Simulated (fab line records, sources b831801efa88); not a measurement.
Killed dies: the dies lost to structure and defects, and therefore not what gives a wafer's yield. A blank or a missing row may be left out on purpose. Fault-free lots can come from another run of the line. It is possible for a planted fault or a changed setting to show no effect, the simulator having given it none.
fab line records	flow gf180mcu	part 1 of 2: steps 1 to 24 of 33
[record] lots = 5	wafers = 15	lastDay = 34
route steps=602 shown NSD@247 PSD@248 SAB@264 SALICIDE@278
lots that met no fault: from a run of the same line without faults
startH: hours from the record's opening day to when the first of the lot's shown wafers began	waitH: how many hours have passed since the lot's step before this one	" as in the row above	L1.1+2: several wafers, shown together as one row	- no value, or no start given	* or withheld: withheld	< > ~ a bound
route shown NAME@n: a module of which the file shows steps, and the number in the route of the first	usual: mean/standard deviation of fault-free wafers	same: alike in all rows	chamber/n: place in a boat	sites: each site's reading	_std_site: standard deviation across them	_edge_site: outer sites' mean less inner sites'	radiusMm: for every site, how far away it sits from the centre of the wafer	mask NAME#n: copy n	behind: the last tool/chamber to shape the wafer	hold: reason for holding the lot/hours on hold/outcome of the hold	device: the n, p or np transistor that did not switch	end of line: tests run on the same wafers once the route is complete	for a step that has no rows: nothing shown but its recipe	killed: not the wafer's yield, but the dies lost to structure and defects at the first sort	map: shows each die of a wafer: x if killed, . if not, _ if none is there
set.NAME: the setting that was run; set.NAME@STEP: the one run at that earlier step	model.NAME: the simulator's own value behind a step, which no gauge read
lots at some steps of the route; a table a step, a row a wafer
services: when a tool's chamber went out of use (startH, in hours from the record's first day, below 0 if earlier), for how many hours, and the reason
[[steps]]
[step GF_NSD_TW_MEAS_12]
[usual] NSD_TW = 4234/51
lot.wafer	tool	chamber	startH	waitH	NSD_TW
L080.1	filmMetro-01	-	349.92	0.1	4187
L080.3	"	-	"	"	4209
L080.5	"	-	"	"	4191
L082.1	filmMetro-04	-	364.22	0.1	4221
L082.3	"	-	"	"	4240
L082.4	"	-	"	"	4238
L083.1	filmMetro-01	-	370.95	0.2	4184
L083.2	"	-	"	"	4178
L083.5	"	-	"	"	4198
L086.1	filmMetro-04	-	394.97	0.1	4214
L086.2	"	-	"	"	4210
L086.6	"	-	"	"	4202
L095.1	filmMetro-02	-	471.59	0.1	4324
L095.4	"	-	"	"	4300
L095.6	"	-	"	"	4320
[step GF_PSD_DEHYDRATE_00]
[recipe] tempC = 200	timeS = 60
[usual] heaterPowerTotalW = 160.38/0.12	resistLineTempC = 22.97/0.11
lot.wafer	tool	chamber	startH	waitH	heaterPowerTotalW	resistLineTempC
L080.1	lithoTrack-01	0	360.42	10.5	160.17	23.13
L080.3	"	0	"	"	160.42	23.09
L080.5	"	0	"	"	160.43	23.01
L082.1	lithoTrack-01	0	374.82	10.6	160.42	23.18
L082.3	"	0	"	"	160.18	22.99
L082.4	"	0	"	"	160.25	23.02
L083.1	lithoTrack-02	0	381.51	10.5	160.28	22.87
L083.2	"	0	"	"	160.31	22.92
L083.5	"	0	"	"	160.44	22.95
L086.1	lithoTrack-01	0	405.67	10.7	160.31	22.89
L086.2	"	0	"	"	160.32	23.09
L086.6	"	0	"	"	160.31	23.13
L095.1	lithoTrack-01	0	482.72	11.1	160.57	22.83
L095.4	"	0	"	"	160.61	22.93
L095.6	"	0	"	"	160.62	22.75
[step GF_PSD_HMDS_01]
[recipe] primeTimeS = 60	primeTempC = 120
[usual] resistLineTempC = 23.00/0.11
[same] primeTimeS = 60
lot.wafer	tool	chamber	startH	waitH	resistLineTempC
L080.1	lithoTrack-01	0	360.57	0.1	22.98
L080.3	"	0	"	"	22.98
L080.5	"	0	"	"	23.06
L082.1	lithoTrack-01	0	374.97	0.1	23.16
L082.3	"	0	"	"	22.89
L082.4	"	0	"	"	22.94
L083.1	lithoTrack-02	0	381.66	0.1	23.12
L083.2	"	0	"	"	23.12
L083.5	"	0	"	"	23.06
L086.1	lithoTrack-01	0	405.82	0.1	22.92
L086.2	"	0	"	"	22.93
L086.6	"	0	"	"	22.85
L095.1	lithoTrack-01	0	482.87	0.1	22.77
L095.4	"	0	"	"	23.04
L095.6	"	0	"	"	23.02
[step GF_PSD_COAT_02]
[recipe] resist = NOVOLAK	spinRpm = 3000	resistThkNm = 1000
[usual] resistLineTempC = 23.02/0.097
lot.wafer	tool	chamber	startH	waitH	resistLineTempC
L080.1	lithoTrack-01	0	360.72	0.1	23.16
L080.3	"	0	"	"	23.14
L080.5	"	0	"	"	23.10
L082.1	lithoTrack-01	0	375.12	0.1	22.82
L082.3	"	0	"	"	23.10
L082.4	"	0	"	"	22.96
L083.1	lithoTrack-02	0	381.81	0.1	23.07
L083.2	"	0	"	"	23.04
L083.5	"	0	"	"	22.99
L086.1	lithoTrack-01	0	405.97	0.1	22.97
L086.2	"	0	"	"	23.10
L086.6	"	0	"	"	23.02
L095.1	lithoTrack-01	0	483.02	0.1	23.18
L095.4	"	0	"	"	23.00
L095.6	"	0	"	"	23.05
[step GF_PSD_SOFTBAKE_03]
[recipe] tempC = 90	timeS = 60	resist = NOVOLAK
[usual] heaterPowerTotalW = 56.59/0.044	resistLineTempC = 23.00/0.11
lot.wafer	tool	chamber	startH	waitH	heaterPowerTotalW	resistLineTempC
L080.1	lithoTrack-01	0	360.87	0.1	56.60	22.73
L080.3	"	0	"	"	56.59	22.83
L080.5	"	0	"	"	56.50	22.95
L082.1	lithoTrack-01	0	375.27	0.1	56.59	23.04
L082.3	"	0	"	"	56.55	22.92
L082.4	"	0	"	"	56.60	23.13
L083.1	lithoTrack-02	0	381.96	0.1	56.63	23.03
L083.2	"	0	"	"	56.60	23.23
L083.5	"	0	"	"	56.52	23.17
L086.1	lithoTrack-01	0	406.12	0.1	56.58	23.16
L086.2	"	0	"	"	56.67	22.98
L086.6	"	0	"	"	56.60	22.99
L095.1	lithoTrack-01	0	483.17	0.1	56.70	23.04
L095.4	"	0	"	"	56.53	23.10
L095.6	"	0	"	"	56.58	23.12
[step GF_PSD_EXPOSE_04]
[recipe] maskId = Pplus	targetCdNm = 400	na = 0.6	sourceShape = conventional	sigmaOuter = 0.6	doseMj = 140
[usual] reticleTempC = 22.99/0.1	stageVelMmS = 499.98/0.25
lot.wafer	tool	chamber	startH	waitH	mask	reticleTempC	stageVelMmS
L080.1	ilineStepper-01	0	-	-	Pplus#0	22.67	500.08
L080.3	"	0	"	"	Pplus#0	23.01	500.51
L080.5	"	0	"	"	Pplus#0	22.85	500.21
L082.1	ilineStepper-02	0	-	-	Pplus#0	22.85	500.21
L082.3	"	0	"	"	Pplus#0	22.89	500.30
L082.4	"	0	"	"	Pplus#0	22.90	499.53
L083.1	ilineStepper-01	0	-	-	Pplus#0	22.88	499.48
L083.2	"	0	"	"	Pplus#0	22.93	499.86
L083.5	"	0	"	"	Pplus#0	23.16	499.97
L086.1	ilineStepper-01	0	-	-	Pplus#0	23.12	500.11
L086.2	"	0	"	"	Pplus#0	22.97	499.84
L086.6	"	0	"	"	Pplus#0	23.17	499.84
L095.1	ilineStepper-02	0	-	-	Pplus#0	22.93	500.12
L095.4	"	0	"	"	Pplus#0	22.98	500.25
L095.6	"	0	"	"	Pplus#0	23.01	500.07
[step GF_PSD_PEB_05]
[recipe] tempC = withheld	timeS = *	resist = NOVOLAK
[usual] resistLineTempC = *
lot.wafer	tool	chamber	startH	waitH	resistLineTempC
L080.1	lithoTrack-01	0	-	-	*
L080.3	"	0	"	"	*
L080.5	"	0	"	"	*
L082.1	lithoTrack-03	0	-	-	*
L082.3	"	0	"	"	*
L082.4	"	0	"	"	*
L083.1	lithoTrack-02	0	-	-	*
L083.2	"	0	"	"	*
L083.5	"	0	"	"	*
L086.1	lithoTrack-01	0	-	-	*
L086.2	"	0	"	"	*
L086.6	"	0	"	"	*
L095.1	lithoTrack-02	0	-	-	*
L095.4	"	0	"	"	*
L095.6	"	0	"	"	*
[step GF_PSD_DEVELOP_06]
[recipe] developTimeS = 60	devTempC = 23
[usual] resistLineTempC = 23.01/0.11
lot.wafer	tool	chamber	startH	waitH	resistLineTempC
L080.1	lithoTrack-01	0	371.82	0.1	23.13
L080.3	"	0	"	"	22.92
L080.5	"	0	"	"	23.04
L082.1	lithoTrack-03	0	386.06	0.1	23.04
L082.3	"	0	"	"	22.99
L082.4	"	0	"	"	22.86
L083.1	lithoTrack-02	0	392.56	0.1	23.01
L083.2	"	0	"	"	22.98
L083.5	"	0	"	"	22.98
L086.1	lithoTrack-01	0	417.62	0.1	23.08
L086.2	"	0	"	"	22.99
L086.6	"	0	"	"	23.03
L095.1	lithoTrack-02	0	495.41	0.1	23.01
L095.4	"	0	"	"	23.09
L095.6	"	0	"	"	23.01
[step GF_PSD_CD_MEAS_07]
[recipe] targetCdNm = 400
[usual] cdNm = 400.2/2.5
lot.wafer	tool	chamber	startH	waitH	cdNm
L080.1	cdSem-02	-	371.97	0.1	399.7
L080.3	"	-	"	"	400.7
L080.5	"	-	"	"	400.0
L082.1	cdSem-02	-	386.21	0.1	397.4
L082.3	"	-	"	"	399.0
L082.4	"	-	"	"	397.2
L083.1	cdSem-01	-	392.71	0.1	397.3
L083.2	"	-	"	"	395.8
L083.5	"	-	"	"	396.5
L086.1	cdSem-02	-	417.77	0.1	402.4
L086.2	"	-	"	"	400.8
L086.6	"	-	"	"	400.6
L095.1	cdSem-01	-	495.56	0.1	403.2
L095.4	"	-	"	"	402.7
L095.6	"	-	"	"	402.9
[step GF_PSD_OVL_MEAS_08]
[usual] PSD_OVL = 0.4/1.4
lot.wafer	tool	chamber	startH	waitH	PSD_OVL[nm]
L080.1	overlay-01	-	372.09	0.1	1.9
L080.3	"	-	"	"	-0.6
L080.5	"	-	"	"	-1.3
L082.1	overlay-01	-	386.33	0.1	2.4
L082.3	"	-	"	"	0.4
L082.4	"	-	"	"	1.9
L083.1	overlay-01	-	392.83	0.1	-0.3
L083.2	"	-	"	"	-1.3
L083.5	"	-	"	"	1.5
L086.1	overlay-01	-	417.89	0.1	3.2
L086.2	"	-	"	"	0.4
L086.6	"	-	"	"	0.9
L095.1	overlay-02	-	495.68	0.1	-0.6
L095.4	"	-	"	"	-2.0
L095.6	"	-	"	"	-3.1
[step GF_PSD_IMPLANT_09]
[recipe] species = BF2	energyKev = 40	doseCm2 = 1.5e+15	tiltDeg = 7
[usual] doseIonsCm2 = 1.5001e+15/1.5e+12
[same] implantIonAmu = 49
lot.wafer	tool	chamber	startH	waitH	doseIonsCm2
L080.1	implanter-02	0	372.13	0.0	1.503e+15
L080.3	"	0	"	"	1.5011e+15
L080.5	"	0	"	"	1.5023e+15
L082.1	implanter-02	0	386.36	0.0	1.4987e+15
L082.3	"	0	"	"	1.5008e+15
L082.4	"	0	"	"	1.4991e+15
L083.1	implanter-04	0	392.87	0.0	1.5011e+15
L083.2	"	0	"	"	1.5014e+15
L083.5	"	0	"	"	1.5024e+15
L086.1	implanter-01	0	417.92	0.0	1.4991e+15
L086.2	"	0	"	"	1.5006e+15
L086.6	"	0	"	"	1.5014e+15
L095.1	implanter-01	0	495.72	0.0	1.5006e+15
L095.4	"	0	"	"	1.4982e+15
L095.6	"	0	"	"	1.5014e+15
[step GF_PSD_STRIP_10]
[recipe] chemistry = O2/N2	powerW = 1400	pressureMtorr = 1500	platenTempC = 250	o2FlowSccm = 3000	n2FlowSccm = 300	overashFraction = 0.5
[usual] drypumpMotorCurrentA = 6.02/0.16	heaterPowerW = 324/29	oesProductAu = 0.592/0.0044	stripTimeToEndpointS = 16.52/0.034
lot.wafer	tool	chamber	startH	waitH	drypumpMotorCurrentA	heaterPowerW	oesProductAu	rfHoursCounterH	stripTimeToEndpointS
L080.1	plasmaAsher-04	0	372.28	0.1	6.19	317	0.592	72	16.52
L080.3	"	0	"	"	6.18	318	0.594	-	16.55
L080.5	"	1	"	"	6.13	293	0.577	-	16.54
L082.1	plasmaAsher-03	0	386.51	0.1	5.99	289	0.590	28	16.49
L082.3	"	1	"	"	5.70	311	0.597	-	16.51
L082.4	"	0	"	"	6.00	291	0.596	-	16.51
L083.1	plasmaAsher-02	0	393.02	0.1	6.12	337	0.589	57	16.50
L083.2	"	1	"	"	6.01	353	0.589	57	16.52
L083.5	"	1	"	"	5.99	375	0.595	-	16.52
L086.1	plasmaAsher-04	0	418.07	0.1	6.21	319	0.591	77	16.50
L086.2	"	1	"	"	6.08	291	0.588	77	16.51
L086.6	"	0	"	"	6.22	321	0.593	-	16.54
L095.1	plasmaAsher-02	0	495.87	0.1	6.11	339	0.597	69	16.50
L095.4	"	0	"	"	6.12	334	0.601	-	16.48
L095.6	"	1	"	"	5.98	379	0.593	-	16.54
[step GF_PSD_TW_MEAS_11]
[usual] PSD_TW = 3180/39
lot.wafer	tool	chamber	startH	waitH	PSD_TW
L080.1	filmMetro-04	-	372.43	0.1	3161
L080.3	"	-	"	"	3165
L080.5	"	-	"	"	3163
L082.1	filmMetro-01	-	386.61	0.1	3128
L082.3	"	-	"	"	3132
L082.4	"	-	"	"	3150
L083.1	filmMetro-02	-	393.12	0.1	3221
L083.2	"	-	"	"	3199
L083.5	"	-	"	"	3215
L086.1	filmMetro-02	-	418.17	0.1	3228
L086.2	"	-	"	"	3221
L086.6	"	-	"	"	3226
L095.1	filmMetro-02	-	495.97	0.1	3235
L095.4	"	-	"	"	3205
L095.6	"	-	"	"	3223
[step GF_PSD_CLEAN_12]
[recipe] chemistry = SC1/SC2	mix = 1:4:20	tempC = 70	timeS = 150	dry = n2Spin
[usual] bathHeatDutyPct = 13.3/2
lot.wafer	tool	chamber	startH	waitH	bathHeatDutyPct
L080.1	wetBench-01	0	372.49	0.1	14.8
L080.3	"	0	"	"	15.8
L080.5	"	0	"	"	13.6
L082.1	wetBench-01	3	386.67	0.1	14.1
L082.3	"	3	"	"	15.5
L082.4	"	3	"	"	13.0
L083.1	wetBench-02	3	393.18	0.1	15.9
L083.2	"	3	"	"	15.8
L083.5	"	3	"	"	15.9
L086.1	wetBench-02	0	418.23	0.1	15.7
L086.2	"	0	"	"	15.3
L086.6	"	0	"	"	15.1
L095.1	wetBench-02	0	496.03	0.1	16.3
L095.4	"	0	"	"	16.7
L095.6	"	0	"	"	16.3
[step GF_PSD_RTA_13]
[recipe] tempC = 1025	timeS = 20	ambient = N2
[usual] lampPowerPct = 31.3/1	wafer_temp_C_max = 1029.6/1.3
lot.wafer	tool	chamber	startH	waitH	lampPowerPct	wafer_temp_C_max
L080.1	rtpAnneal-02	0	372.54	0.0	30.3	1028.7
L080.3	"	0	"	"	30.3	1029.4
L080.5	"	0	"	"	30.4	1028.3
L082.1	rtpAnneal-02	0	386.72	0.0	30.3	1028.0
L082.3	"	0	"	"	30.3	1028.8
L082.4	"	0	"	"	30.3	1028.3
L083.1	rtpAnneal-02	0	393.23	0.0	30.3	1028.5
L083.2	"	0	"	"	30.4	1029.9
L083.5	"	0	"	"	30.3	1029.7
L086.1	rtpAnneal-02	0	418.28	0.0	30.4	1027.0
L086.2	"	0	"	"	30.3	1028.0
L086.6	"	0	"	"	30.3	1027.6
L095.1	rtpAnneal-01	0	496.08	0.0	32.3	1029.2
L095.4	"	0	"	"	32.3	1030.4
L095.6	"	0	"	"	32.3	1029.9
[step GF_PSD_RS_MEAS_14]
[recipe] thkMeasGauge = four-point-probe
[usual] NSD_RS = 46.13/0.086
lot.wafer	tool	chamber	startH	waitH	NSD_RS[ohm/sq]
L080.1	filmMetro-01	-	372.62	0.1	46.04
L080.3	"	-	"	"	46.11
L080.5	"	-	"	"	46.06
L082.1	filmMetro-02	-	386.81	0.1	46.14
L082.3	"	-	"	"	46.16
L082.4	"	-	"	"	46.14
L083.1	filmMetro-01	-	393.31	0.1	46.04
L083.2	"	-	"	"	46.00
L083.5	"	-	"	"	46.07
L086.1	filmMetro-02	-	418.37	0.1	46.15
L086.2	"	-	"	"	46.12
L086.6	"	-	"	"	46.25
L095.1	filmMetro-02	-	496.16	0.1	46.19
L095.4	"	-	"	"	46.23
L095.6	"	-	"	"	46.31
[step GF_PSD_RS_MEAS_15]
[recipe] thkMeasGauge = four-point-probe
[usual] PSD_RS = 108.57/0.27
lot.wafer	tool	chamber	startH	waitH	PSD_RS[ohm/sq]
L080.1	filmMetro-01	-	372.74	0.1	108.38
L080.3	"	-	"	"	108.52
L080.5	"	-	"	"	108.48
L082.1	filmMetro-02	-	386.93	0.1	108.69
L082.3	"	-	"	"	108.73
L082.4	"	-	"	"	108.85
L083.1	filmMetro-01	-	393.43	0.1	108.43
L083.2	"	-	"	"	108.26
L083.5	"	-	"	"	108.58
L086.1	filmMetro-02	-	418.49	0.1	108.58
L086.2	"	-	"	"	108.63
L086.6	"	-	"	"	108.90
L095.1	filmMetro-02	-	496.28	0.1	108.60
L095.4	"	-	"	"	108.90
L095.6	"	-	"	"	109.21
[step GF_SAB_CVD_00]
[recipe] material = SiO2	targetThkNm = 50	precursor = TEOS	tempC = 400	timeS = 4.9302	rfW = 600
[usual] heaterPowerW = 677/80
lot.wafer	tool	chamber	startH	waitH	heaterPowerW	sinceWetCleanH
L080.1	pecvd-01	2	372.86	0.1	698	198
L080.3	"	0	"	"	726	198
L080.5	"	0	"	"	727	-
L082.1	pecvd-02	2	387.05	0.1	629	4
L082.3	"	0	"	"	573	4
L082.4	"	1	"	"	586	-
L083.1	pecvd-02	0	393.55	0.1	690	11
L083.2	"	2	"	"	608	11
L083.5	"	1	"	"	537	-
L086.1	pecvd-04	2	418.61	0.1	747	660
L086.2	"	1	"	"	765	660
L086.6	"	1	"	"	756	-
L095.1	pecvd-04	2	496.40	0.1	814	738
L095.4	"	0	"	"	588	-
L095.6	"	2	"	"	773	-
[step GF_SAB_THK_MEAS_01]
[recipe] reads = SiO2_of_SAB_CVD_00
[usual] SAB_CVD_00_THK = 50.1/0.74
lot.wafer	tool	chamber	startH	waitH	SAB_CVD_00_THK[nm]
L080.1	filmMetro-03	-	372.88	0.0	49.5
L080.3	"	-	"	"	49.4
L080.5	"	-	"	"	50.5
L082.1	filmMetro-01	-	387.09	0.0	50.6
L082.3	"	-	"	"	49.8
L082.4	"	-	"	"	50.2
L083.1	filmMetro-02	-	393.57	0.0	49.9
L083.2	"	-	"	"	50.3
L083.5	"	-	"	"	50.7
L086.1	filmMetro-03	-	418.63	0.0	50.9
L086.2	"	-	"	"	50.6
L086.6	"	-	"	"	51.3
L095.1	filmMetro-03	-	496.42	0.0	50.3
L095.4	"	-	"	"	50.4
L095.6	"	-	"	"	51.4
[step GF_SAB_DEHYDRATE_02]
[recipe] tempC = 200	timeS = 60
[usual] heaterPowerTotalW = 160.38/0.13	resistLineTempC = 23.02/0.099
lot.wafer	tool	chamber	startH	waitH	heaterPowerTotalW	resistLineTempC
L080.1	lithoTrack-04	0	383.99	11.1	160.19	22.98
L080.3	"	0	"	"	160.51	22.86
L080.5	"	0	"	"	160.54	22.97
L082.1	lithoTrack-01	0	397.97	10.9	160.35	22.81
L082.3	"	0	"	"	160.52	22.94
L082.4	"	0	"	"	160.33	22.98
L083.1	lithoTrack-04	0	404.39	10.8	160.37	23.01
L083.2	"	0	"	"	160.50	23.24
L083.5	"	0	"	"	160.24	23.17
L086.1	lithoTrack-04	0	429.99	11.4	160.17	23.02
L086.2	"	0	"	"	160.19	22.88
L086.6	"	0	"	"	160.34	22.91
L095.1	lithoTrack-03	0	507.21	10.8	160.27	23.16
L095.4	"	0	"	"	160.32	22.96
L095.6	"	0	"	"	160.43	23.18
[step GF_SAB_HMDS_03]
[recipe] primeTimeS = 60	primeTempC = 120
[usual] resistLineTempC = 23.00/0.13
[same] primeTimeS = 60
lot.wafer	tool	chamber	startH	waitH	resistLineTempC
L080.1	lithoTrack-04	0	384.14	0.1	22.80
L080.3	"	0	"	"	22.84
L080.5	"	0	"	"	22.72
L082.1	lithoTrack-01	0	398.12	0.1	23.07
L082.3	"	0	"	"	23.03
L082.4	"	0	"	"	23.19
L083.1	lithoTrack-04	0	404.54	0.1	22.98
L083.2	"	0	"	"	23.08
L083.5	"	0	"	"	22.97
L086.1	lithoTrack-04	0	430.14	0.1	23.17
L086.2	"	0	"	"	23.04
L086.6	"	0	"	"	23.00
L095.1	lithoTrack-03	0	507.36	0.1	22.94
L095.4	"	0	"	"	22.96
L095.6	"	0	"	"	23.02
[step GF_SAB_COAT_04]
[recipe] resist = NOVOLAK	spinRpm = 3000	resistThkNm = 1000
[usual] resistLineTempC = 23.01/0.11
lot.wafer	tool	chamber	startH	waitH	resistLineTempC
L080.1	lithoTrack-04	0	384.29	0.1	23.25
L080.3	"	0	"	"	23.09
L080.5	"	0	"	"	22.96
L082.1	lithoTrack-01	0	398.27	0.1	23.20
L082.3	"	0	"	"	23.15
L082.4	"	0	"	"	23.08
L083.1	lithoTrack-04	0	404.69	0.1	23.01
L083.2	"	0	"	"	23.04
L083.5	"	0	"	"	22.93
L086.1	lithoTrack-04	0	430.29	0.1	23.06
L086.2	"	0	"	"	23.17
L086.6	"	0	"	"	23.16
L095.1	lithoTrack-03	0	507.51	0.1	23.01
L095.4	"	0	"	"	22.95
L095.6	"	0	"	"	22.69
[step GF_SAB_SOFTBAKE_05]
[recipe] tempC = 90	timeS = 60	resist = NOVOLAK
[usual] heaterPowerTotalW = 56.59/0.044	resistLineTempC = 23.01/0.11
lot.wafer	tool	chamber	startH	waitH	heaterPowerTotalW	resistLineTempC
L080.1	lithoTrack-04	0	384.44	0.1	56.61	23.02
L080.3	"	0	"	"	56.60	23.05
L080.5	"	0	"	"	56.64	23.09
L082.1	lithoTrack-01	0	398.42	0.1	56.62	23.03
L082.3	"	0	"	"	56.58	23.11
L082.4	"	0	"	"	56.58	23.11
L083.1	lithoTrack-04	0	404.84	0.1	56.59	22.96
L083.2	"	0	"	"	56.55	23.01
L083.5	"	0	"	"	56.70	22.92
L086.1	lithoTrack-04	0	430.44	0.1	56.54	22.97
L086.2	"	0	"	"	56.60	22.91
L086.6	"	0	"	"	56.52	23.00
L095.1	lithoTrack-03	0	507.66	0.1	56.59	22.96
L095.4	"	0	"	"	56.60	22.92
L095.6	"	0	"	"	56.62	22.99
[step GF_SAB_EXPOSE_06]
[recipe] maskId = SAB	targetCdNm = 420	na = 0.6	sourceShape = conventional	sigmaOuter = 0.6	doseMj = 140
[usual] reticleTempC = 22.98/0.1	stageVelMmS = 500.01/0.23
lot.wafer	tool	chamber	startH	waitH	mask	reticleTempC	stageVelMmS
L080.1	ilineStepper-01	0	-	-	SAB#0	23.02	500.12
L080.3	"	0	"	"	SAB#0	23.05	500.31
L080.5	"	0	"	"	SAB#0	22.96	500.00
L082.1	ilineStepper-02	0	-	-	SAB#0	23.09	499.88
L082.3	"	0	"	"	SAB#0	23.03	499.72
L082.4	"	0	"	"	SAB#0	22.85	499.58
L083.1	ilineStepper-02	0	-	-	SAB#0	23.12	499.87
L083.2	"	0	"	"	SAB#0	22.98	500.03
L083.5	"	0	"	"	SAB#0	23.03	499.52
L086.1	ilineStepper-02	0	-	-	SAB#0	23.12	500.24
L086.2	"	0	"	"	SAB#0	22.99	500.09
L086.6	"	0	"	"	SAB#0	23.09	500.23
L095.1	ilineStepper-01	0	-	-	SAB#0	22.96	499.88
L095.4	"	0	"	"	SAB#0	22.82	499.96
L095.6	"	0	"	"	SAB#0	22.90	500.02
